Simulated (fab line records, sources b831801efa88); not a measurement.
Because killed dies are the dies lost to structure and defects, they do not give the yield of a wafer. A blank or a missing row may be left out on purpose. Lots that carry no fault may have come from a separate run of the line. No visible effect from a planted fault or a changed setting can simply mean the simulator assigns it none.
fab line records | flow gf180mcu
[record] lots = 5 | wafers = 15 | last_day = 34
route steps=602 shown M1@327 V1@335
lots with no fault: from the same line, run without faults
start_h: hours from the record's opening day to when the first of the lot's shown wafers began | wait_h: hours since the lot's step before | " the same as in the row above | L1.1+2: a single row standing in for several wafers | - value missing, or start not given | * or withheld: withheld | < > ~ a bound
route shown NAME@n: NAME is a module with steps in the file, n the number in the route of the first one | usual: mean and standard deviation over wafers with no fault | same: alike in all rows | chamber/n: place in a boat | sites: readings site by site | _std_site: standard deviation of those values | _edge_site: outer sites' mean less inner sites' | radius_mm: for every site, how far away it sits from the centre of the wafer | mask NAME#n: copy n | behind: the tool/chamber that last shaped the wafer | hold: the reason the lot was held/the length of the hold in hours/how it ended | device: transistor that didn't switch, given as n, p or np | end of line: at the end of the route, the tests of the same wafers | a step given without rows: its recipe and nothing more | killed: count of dies lost to structure and defects at first sort (not the wafer's yield) | map: a wafer's dies, marking killed ones x, the rest . and places with no die _
set.NAME: the run value of the setting; set.NAME@STEP: its run value at that earlier step | model.NAME: the simulator's own value behind a step, which no gauge read
lots at selected steps of the route; one table per step, one row per wafer
services: a tool's chamber out of use, with start hour (start_h, from the record's first day; less than 0 if before it), hours out, and reason
[[steps]]
[step GF_M1_PEB_12]
[recipe] peb_temp_c = 135 | peb_time_s = 90 | resist = KrF
lot.wafer  | tool           | chamber | start_h | wait_h
L074.1+3+5 | litho_track-03 | 0       | -       | -
L077.3+4+6 | litho_track-04 | 0       | -       | -
L088.2+5+6 | litho_track-03 | 0       | -       | -
L092.1+2+3 | litho_track-01 | 0       | -       | -
L095.1+4+5 | litho_track-01 | 0       | -       | -
[step GF_M1_DEVELOP_13]
[recipe] develop_time_s = 60 | dev_temp_c = 21
lot.wafer  | tool           | chamber | start_h | wait_h
L074.1+3+5 | litho_track-03 | 0       | 384.74  | 0.2
L077.3+4+6 | litho_track-04 | 0       | 410.25  | 0.1
L088.2+5+6 | litho_track-03 | 0       | 526.01  | 0.2
L092.1+2+3 | litho_track-01 | 0       | 545.25  | 0.2
L095.1+4+5 | litho_track-01 | 0       | 570.20  | 0.2
[step GF_M1_CD_MEAS_14]
[recipe] target_cd_nm = 230
[usual] cd_nm = 230.2/1.2
lot.wafer | tool      | chamber | start_h | wait_h | cd_nm
L074.1    | cd_sem-01 | -       | 384.89  | 0.1    | 229.9
L074.3    | "         | -       | "       | "      | 231.0
L074.5    | "         | -       | "       | "      | 230.3
L077.3    | cd_sem-01 | -       | 410.39  | 0.1    | 229.6
L077.4    | "         | -       | "       | "      | 230.0
L077.6    | "         | -       | "       | "      | 231.1
L088.2    | cd_sem-01 | -       | 526.16  | 0.1    | 229.6
L088.5    | "         | -       | "       | "      | 229.8
L088.6    | "         | -       | "       | "      | 229.6
L092.1    | cd_sem-02 | -       | 545.40  | 0.1    | 229.4
L092.2    | "         | -       | "       | "      | 230.0
L092.3    | "         | -       | "       | "      | 230.4
L095.1    | cd_sem-01 | -       | 570.35  | 0.1    | 229.9
L095.4    | "         | -       | "       | "      | 229.9
L095.5    | "         | -       | "       | "      | 229.9
[step GF_M1_OVL_MEAS_15]
[usual] M1_OVL = 1/6.3
lot.wafer | tool       | chamber | start_h | wait_h | M1_OVL[nm]
L074.1    | overlay-01 | -       | 385.01  | 0.1    | 3
L074.3    | "          | -       | "       | "      | 8
L074.5    | "          | -       | "       | "      | 7
L077.3    | overlay-02 | -       | 410.48  | 0.1    | 2
L077.4    | "          | -       | "       | "      | 8
L077.6    | "          | -       | "       | "      | 3
L088.2    | overlay-02 | -       | 526.26  | 0.1    | -2
L088.5    | "          | -       | "       | "      | -6
L088.6    | "          | -       | "       | "      | 1
L092.1    | overlay-01 | -       | 545.52  | 0.1    | 2
L092.2    | "          | -       | "       | "      | 2
L092.3    | "          | -       | "       | "      | 3
L095.1    | overlay-02 | -       | 570.47  | 0.1    | 2
L095.4    | "          | -       | "       | "      | 10
L095.5    | "          | -       | "       | "      | 5
[step GF_M1_METAL_ETCH_16]
[recipe] chemistry = Cl2/BCl3 | mask_material = KrF | target_depth_nm = 750.8 | stop_on = SiO2 | pressure_mtorr = 8 | icp_w = 800 | bias_w = 140 | Cl2_flow_sccm = 80 | bcl3_flow_sccm = 40 | time_s = 125.1
[usual] drypump_motor_current_A = 6.0/0.31 | he_backside_leak_sccm = 3.47/0.23 | oes_product_au = 0.989/0.0057 | throttle_valve_pct = 28.229/0.009
lot.wafer | tool         | chamber | start_h | wait_h | drypump_motor_current_A | he_backside_leak_sccm | oes_product_au | rf_hours_counter_h | throttle_valve_pct
L074.1    | rie_metal-01 | 0       | 385.05  | 0.0    | 6.2                     | 3.66                  | 0.993          | 2                  | 28.213
L074.3    | "            | 1       | "       | "      | 5.7                     | 3.17                  | 0.981          | -                  | 28.234
L074.5    | "            | 1       | "       | "      | 5.7                     | 3.11                  | 0.992          | -                  | 28.237
L077.3    | rie_metal-04 | 1       | 410.55  | 0.1    | 6.5                     | 3.31                  | 0.994          | -                  | 28.234
L077.4    | "            | 0       | "       | "      | 5.7                     | 3.62                  | 0.994          | -                  | 28.223
L077.6    | "            | 1       | "       | "      | 6.4                     | 3.44                  | 0.997          | -                  | 28.217
L088.2    | rie_metal-04 | 0       | 526.29  | 0.0    | 5.7                     | 3.60                  | 0.988          | 6                  | 28.224
L088.5    | "            | 1       | "       | "      | 6.4                     | 3.23                  | 0.990          | -                  | 28.219
L088.6    | "            | 0       | "       | "      | 5.7                     | 3.62                  | 0.994          | -                  | 28.219
L092.1    | rie_metal-04 | 1       | 545.56  | 0.0    | 6.5                     | 3.26                  | 0.994          | 5                  | 28.216
L092.2    | "            | 0       | "       | "      | 5.7                     | 3.69                  | 0.989          | 7                  | 28.214
L092.3    | "            | 1       | "       | "      | 6.5                     | 3.25                  | 0.989          | -                  | 28.228
L095.1    | rie_metal-04 | 0       | 570.51  | 0.0    | 5.7                     | 3.64                  | 0.984          | 8                  | 28.226
L095.4    | "            | 0       | "       | "      | 5.7                     | 4.23                  | 0.985          | -                  | 28.223
L095.5    | "            | 0       | "       | "      | 5.7                     | 3.76                  | 0.983          | -                  | 28.218
[step GF_M1_STRIP_17]
[recipe] chemistry = O2/N2 | power_w = 1400 | pressure_mtorr = 1500 | platen_temp_c = 250 | o2_flow_sccm = 3000 | n2_flow_sccm = 300 | overash_fraction = 0.5
[usual] drypump_motor_current_A = 5.5/0.37 | heater_power_w = 331/33 | oes_product_au = 0.538/0.0048 | strip_time_to_endpoint_s = 7.40/0.046
lot.wafer | tool            | chamber | start_h | wait_h | drypump_motor_current_A | heater_power_w | oes_product_au | rf_hours_counter_h | strip_time_to_endpoint_s
L074.1    | plasma_asher-01 | 0       | 385.18  | 0.1    | 5.5                     | 277            | 0.534          | 78                 | 7.33
L074.3    | "               | 1       | "       | "      | 5.3                     | 324            | 0.541          | -                  | 7.33
L074.5    | "               | 1       | "       | "      | 5.3                     | 316            | 0.538          | -                  | 7.38
L077.3    | plasma_asher-03 | 0       | 410.67  | 0.1    | 5.0                     | 310            | 0.536          | -                  | 7.37
L077.4    | "               | 1       | "       | "      | 5.6                     | 362            | 0.540          | -                  | 7.42
L077.6    | "               | 0       | "       | "      | 5.0                     | 317            | 0.534          | -                  | 7.33
L088.2    | plasma_asher-01 | 0       | 526.42  | 0.1    | 5.5                     | 283            | 0.542          | 94                 | 7.34
L088.5    | "               | 0       | "       | "      | 5.5                     | 273            | 0.533          | -                  | 7.32
L088.6    | "               | 1       | "       | "      | 5.3                     | 314            | 0.529          | -                  | 7.35
L092.1    | plasma_asher-03 | 0       | 545.69  | 0.1    | 5.0                     | 315            | 0.539          | 77                 | 7.37
L092.2    | "               | 1       | "       | "      | 5.6                     | 361            | 0.530          | 77                 | 7.35
L092.3    | "               | 0       | "       | "      | 5.0                     | 310            | 0.537          | -                  | 7.38
L095.1    | plasma_asher-03 | 1       | 570.64  | 0.1    | 5.5                     | 358            | 0.545          | 80                 | 7.45
L095.4    | "               | 1       | "       | "      | 5.6                     | 372            | 0.543          | -                  | 7.45
L095.5    | "               | 0       | "       | "      | 5.0                     | 316            | 0.538          | -                  | 7.46
[step GF_M1_STRIP_18]
[recipe] chemistry = post_etch_residue_remover | time_s = 1200 | temp_c = 72.5
lot.wafer  | tool         | chamber | start_h | wait_h
L074.1+3+5 | wet_bench-04 | 0       | 385.28  | 0.1
L077.3+4+6 | wet_bench-01 | 3       | 410.73  | 0.0
L088.2+5+6 | wet_bench-04 | 2       | 526.52  | 0.1
L092.1+2+3 | wet_bench-04 | 3       | 545.79  | 0.1
L095.1+4+5 | wet_bench-04 | 2       | 570.74  | 0.1
[step GF_M1_CLEAN_19]
[recipe] chemistry = DIW | dry = n2_spin
lot.wafer  | tool         | chamber | start_h | wait_h
L074.1+3+5 | wet_bench-02 | 1       | 385.65  | 0.0
L077.3+4+6 | wet_bench-04 | 2       | 411.07  | 0.0
L088.2+5+6 | wet_bench-01 | 1       | 526.90  | 0.0
L092.1+2+3 | wet_bench-02 | 0       | 546.13  | 0.0
L095.1+4+5 | wet_bench-04 | 3       | 571.11  | 0.0
[step GF_V1_CVD_00]
[recipe] material = SiO2 | target_thk_nm = 600 | sigma_open_frac = 0.3 | temp_c = 400 | time_s = 100 | sih4_flow_sccm = 60 | pressure_mtorr = 6
lot.wafer  | tool      | chamber | start_h | wait_h
L074.1+3+5 | hdpcvd-02 | 0,1,2   | 385.74  | 0.0
L077.3+4+6 | hdpcvd-01 | 0,2,0   | 411.17  | 0.0
L088.2+5+6 | hdpcvd-01 | 0,2,0   | 527.00  | 0.0
L092.1+2+3 | hdpcvd-02 | 1,0,2   | 546.22  | 0.0
L095.1+4+5 | hdpcvd-01 | 0,1,0   | 571.21  | 0.0
[step GF_V1_THK_MEAS_01]
[recipe] reads = SiO2_of_V1_CVD_00
[usual] V1_CVD_00_THK = 595/6.5
lot.wafer | tool          | chamber | start_h | wait_h | V1_CVD_00_THK[nm]
L074.1    | film_metro-03 | -       | 385.81  | 0.0    | 586
L074.3    | "             | -       | "       | "      | 591
L074.5    | "             | -       | "       | "      | 592
L077.3    | film_metro-03 | -       | 411.26  | 0.1    | 599
L077.4    | "             | -       | "       | "      | 607
L077.6    | "             | -       | "       | "      | 601
L088.2    | film_metro-03 | -       | 527.08  | 0.0    | 592
L088.5    | "             | -       | "       | "      | 589
L088.6    | "             | -       | "       | "      | 583
L092.1    | film_metro-01 | -       | 546.30  | 0.0    | 590
L092.2    | "             | -       | "       | "      | 587
L092.3    | "             | -       | "       | "      | 592
L095.1    | film_metro-01 | -       | 571.28  | 0.0    | 601
L095.4    | "             | -       | "       | "      | 591
L095.5    | "             | -       | "       | "      | 606
[step GF_V1_CVD_02]
[recipe] material = SiO2 | target_thk_nm = 850 | precursor = TEOS | temp_c = 400 | time_s = 94.851 | rf_w = 600
[usual] heater_power_w = 651/92
lot.wafer | tool     | chamber | start_h | wait_h | heater_power_w
L074.1    | pecvd-04 | 2       | 385.87  | 0.1    | 647
L074.3    | "        | 1       | "       | "      | 769
L074.5    | "        | 2       | "       | "      | 524
L077.3    | pecvd-02 | 2       | 411.30  | 0.0    | 695
L077.4    | "        | 0       | "       | "      | 602
L077.6    | "        | 2       | "       | "      | 728
L088.2    | pecvd-02 | 1       | 527.13  | 0.0    | 853
L088.5    | "        | 0       | "       | "      | 502
L088.6    | "        | 1       | "       | "      | 690
L092.1    | pecvd-04 | 2       | 546.36  | 0.1    | 577
L092.2    | "        | 0       | "       | "      | 673
L092.3    | "        | 1       | "       | "      | 774
L095.1    | pecvd-01 | 0       | 571.34  | 0.1    | 645
L095.4    | "        | 2       | "       | "      | 665
L095.5    | "        | 2       | "       | "      | 516
[step GF_V1_THK_MEAS_03]
[recipe] reads = SiO2_of_V1_CVD_02
[usual] V1_CVD_02_THK = 852/12
lot.wafer | tool          | chamber | start_h | wait_h | V1_CVD_02_THK[nm]
L074.1    | film_metro-01 | -       | 385.94  | 0.0    | 853
L074.3    | "             | -       | "       | "      | 838
L074.5    | "             | -       | "       | "      | 848
L077.3    | film_metro-01 | -       | 411.39  | 0.1    | 852
L077.4    | "             | -       | "       | "      | 869
L077.6    | "             | -       | "       | "      | 859
L088.2    | film_metro-01 | -       | 527.21  | 0.0    | 833
L088.5    | "             | -       | "       | "      | 837
L088.6    | "             | -       | "       | "      | 842
L092.1    | film_metro-01 | -       | 546.42  | 0.0    | 853
L092.2    | "             | -       | "       | "      | 865
L092.3    | "             | -       | "       | "      | 845
L095.1    | film_metro-03 | -       | 571.45  | 0.1    | 856
L095.4    | "             | -       | "       | "      | 857
L095.5    | "             | -       | "       | "      | 848
[[services]]
tool            | chamber | start_h | hours | kind
pecvd-02        | -       | 368.88  | 14.0  | pm
pecvd-01        | -       | 372.46  | 1.2   | repair
hdpcvd-01       | 1       | 374.10  | 23.7  | repair
pecvd-01        | -       | 393.70  | 2.8   | pm
pecvd-02        | -       | 405.46  | 5.5   | pm
pecvd-01        | -       | 406.64  | 5.5   | pm
plasma_asher-01 | -       | 413.60  | 2.9   | repair
hdpcvd-01       | 1       | 431.22  | 10.6  | repair
pecvd-01        | -       | 447.94  | 0.6   | repair
pecvd-02        | 2       | 454.16  | 5.2   | repair
plasma_asher-03 | -       | 463.16  | 0.7   | repair
rie_metal-04    | -       | 475.48  | 0.3   | repair
pecvd-02        | -       | 505.41  | 2.8   | pm
pecvd-01        | 2       | 510.60  | 5.6   | repair
pecvd-01        | -       | 516.25  | 0.2   | repair
pecvd-04        | -       | 525.57  | 14.6  | pm
pecvd-01        | 1       | 535.01  | 9.5   | repair
hdpcvd-01       | -       | 539.25  | 15.0  | pm
hdpcvd-01       | 0       | 539.25  | 15.0  | vent_cycle
pecvd-01        | 1       | 554.19  | 17.2  | repair
hdpcvd-01       | -       | 554.65  | 4.2   | repair
wet_bench-01    | -       | 560.38  | 1.9   | pm
wet_bench-02    | -       | 568.30  | 4.4   | pm
hdpcvd-02       | 2       | 568.57  | 8.6   | repair
[[key]]
fault none
